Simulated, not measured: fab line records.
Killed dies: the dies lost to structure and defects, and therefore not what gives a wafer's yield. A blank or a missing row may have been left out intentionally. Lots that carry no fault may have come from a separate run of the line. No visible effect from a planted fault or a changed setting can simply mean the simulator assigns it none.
Matching of chambers / flow sky130 / SKY_VIA2_CMP_02 on cmp-02 has 4 sister chambers
The step polishes SiO2. 4 wafers are shown with their chamber, then 9 later ones without.

WAFERS PAIRED WITH THEIR CHAMBERS
wafer=L081.5; chamber=1; motor-current-A (A)=11.9
wafer=L083.3; chamber=3; motor-current-A (A)=12.1
wafer=L084.3; chamber=2; motor-current-A (A)=12.5
wafer=L084.5; chamber=0; motor-current-A (A)=11.0

WAFERS MISSING THEIR CHAMBER
wafer=L085.2; motor-current-A (A)=12.3
wafer=L085.3; motor-current-A (A)=12.4
wafer=L085.4; motor-current-A (A)=12.0
wafer=L090.3; motor-current-A (A)=10.9
wafer=L090.4; motor-current-A (A)=12.6
wafer=L090.5; motor-current-A (A)=12.8
wafer=L093.1; motor-current-A (A)=12.1
wafer=L093.2; motor-current-A (A)=11.1
wafer=L093.4; motor-current-A (A)=11.9

WHICH CHAMBER EACH ONE RAN IN
wafer=L085.2; from the rows above=can't be placed: 2 or 3 or 1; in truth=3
wafer=L085.3; from the rows above=can't be placed: 2 or 3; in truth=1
wafer=L085.4; from the rows above=can't be placed: 1 or 3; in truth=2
wafer=L090.3; from the rows above=0; in truth=0
wafer=L090.4; from the rows above=2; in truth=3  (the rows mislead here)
wafer=L090.5; from the rows above=2; in truth=2
wafer=L093.1; from the rows above=can't be placed: 3 or 1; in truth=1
wafer=L093.2; from the rows above=0; in truth=0
wafer=L093.4; from the rows above=can't be placed: 1 or 3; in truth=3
Placed correctly: 3 of 9. Unplaceable from these rows: 5, with the true chamber sitting among the candidates in 3. 1 placed wrongly.
How it was worked out, from the rows above alone: a wafer's distance from a chamber is the root of the sum, over the readings, of the square of ((its reading less the chamber's mean) divided by the reading's scatter). The wafer belongs to the nearest chamber; if the next one is less than 2 further off, it can't be placed. The mean given for a chamber averages the wafers shown for that chamber. The scatter: with one shown wafer a chamber, the root of the mean of the squares of how far each hidden wafer lies from its nearest shown one.
